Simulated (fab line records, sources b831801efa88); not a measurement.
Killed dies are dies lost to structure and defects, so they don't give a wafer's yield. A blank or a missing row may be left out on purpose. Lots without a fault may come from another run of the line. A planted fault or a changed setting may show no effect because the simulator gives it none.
One fault seen from 2 desks | flow sky130 | each desk has only its own numbers; what lay behind them comes last

THE TOOL OWNER'S DESK: hdpcvd-02
The tool's own readings at SKY_VIA1_HDPCVD_00 (deposits SiO2, target thk 1030 nm, time 171.7 s): means of the sampled wafers that have a number, for each lot that ran on this tool. A lot is out of limits, marked OUT, if its mean lies more than 4 standard deviations from the usual mean; the brackets give that distance.
Columns: A = sih4_flow_sccm at SKY_VIA1_HDPCVD_00, usual 59.97 sccm; B = susceptor_temp_C at SKY_VIA1_HDPCVD_00, usual 400.01 C
lot  | first seen here | A                       | B
L459 | day 33 05:21    | 59.97                   | 400.25
L463 | day 34 12:29    | 59.92                   | 399.89
L465 | day 34 17:08    | 59.97                   | 400.01
L466 | day 35 02:30    | 60.07                   | 400.05
L468 | day 35 19:32    | 59.89                   | 399.97
L469 | day 36 02:07    | 59.85                   | 399.97
L476 | day 38 10:05    | 69.97 (+67) OUT         | 400.03
L477 | day 38 12:26    | 80.02 (+99 or more) OUT | 400.30
This desk's finding: out of limits on L476, L477; first on L476, day 38 10:05 (sih4_flow_sccm at SKY_VIA1_HDPCVD_00). In limits: L459, L463, L465, L466, L468, L469.

THE METROLOGY DESK
What the gauges read, lot by lot, whatever tool the lot ran on: means of the sampled wafers that have a number. A lot is out of limits, marked OUT, if its mean lies more than 4 standard deviations from the usual mean; the brackets give that distance.
Columns: A = LOCAL_INTERCONNECT_TIN_THK at SKY_LOCAL_INTERCONNECT_THK_MEAS_02, usual 99.7 nm; B = CONTACT_W_RS at SKY_CONTACT_RS_MEAS_25, usual 0.336 ohm/sq; C = METAL1_OVL at SKY_METAL1_OVL_MEAS_16, usual 8 nm; D = VIA1_HDPCVD_THK at SKY_VIA1_THK_MEAS_01, usual 1030 nm
lot  | first seen here | A     | B     | C  | D
L459 | day 29 05:52    | 98.9  | 0.336 | -4 | 1034
L460 | day 29 15:25    | 101.2 | 0.338 | 9  | 1026
L461 | day 30 00:00    | 98.1  | 0.335 | 4  | 1018
L463 | day 30 22:22    | 99.0  | 0.338 | 4  | 1025
L464 | day 31 03:20    | 98.7  | 0.339 | 10 | 1025
L465 | day 31 04:53    | 100.0 | 0.335 | 5  | 1028
L466 | day 31 14:33    | 101.4 | 0.332 | 10 | 1044
L467 | day 32 00:53    | 100.6 | 0.341 | 10 | 1041
L468 | day 32 08:19    | 100.9 | 0.331 | 8  | 1035
L469 | day 32 14:38    | 99.1  | 0.338 | 5  | 1044
L476 | day 34 23:29    | 99.9  | 0.337 | 2  | 1207 (+16) OUT
L477 | day 35 02:44    | 98.7  | 0.334 | 7  | 1364 (+30) OUT
L479 | day 35 14:04    | 99.4  | 0.332 | 9  | 1026
L482 | day 36 19:49    | 99.4  | 0.342 | 10 | 1025
This desk's finding: out of limits on L476, L477; first on L476, day 38 10:13 (VIA1_HDPCVD_THK at SKY_VIA1_THK_MEAS_01). In limits: L459, L460, L461, L463, L464, L465, L466, L467, L468, L469, L479, L482.

PUT TOGETHER
The tool owner's desk could have raised an alarm at day 38 10:05, on L476, L477.
The metrology desk could have raised an alarm at day 38 10:13, on L476, L477.
Of the lots named, all ran SKY_VIA1_HDPCVD_00 on hdpcvd-02.

WHAT THE SIMULATOR HAD PUT IN
Process parameter drift: hdpcvd-02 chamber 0, from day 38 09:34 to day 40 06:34, at SKY_VIA1_HDPCVD_00. Setting sih4_flow_sccm, moved by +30, from 60. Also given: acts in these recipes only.
Lots struck among those shown: L476, L477.
Hours from the fault's start to each desk's first reading out of limits: the tool owner's desk, 1; the metrology desk, 1.
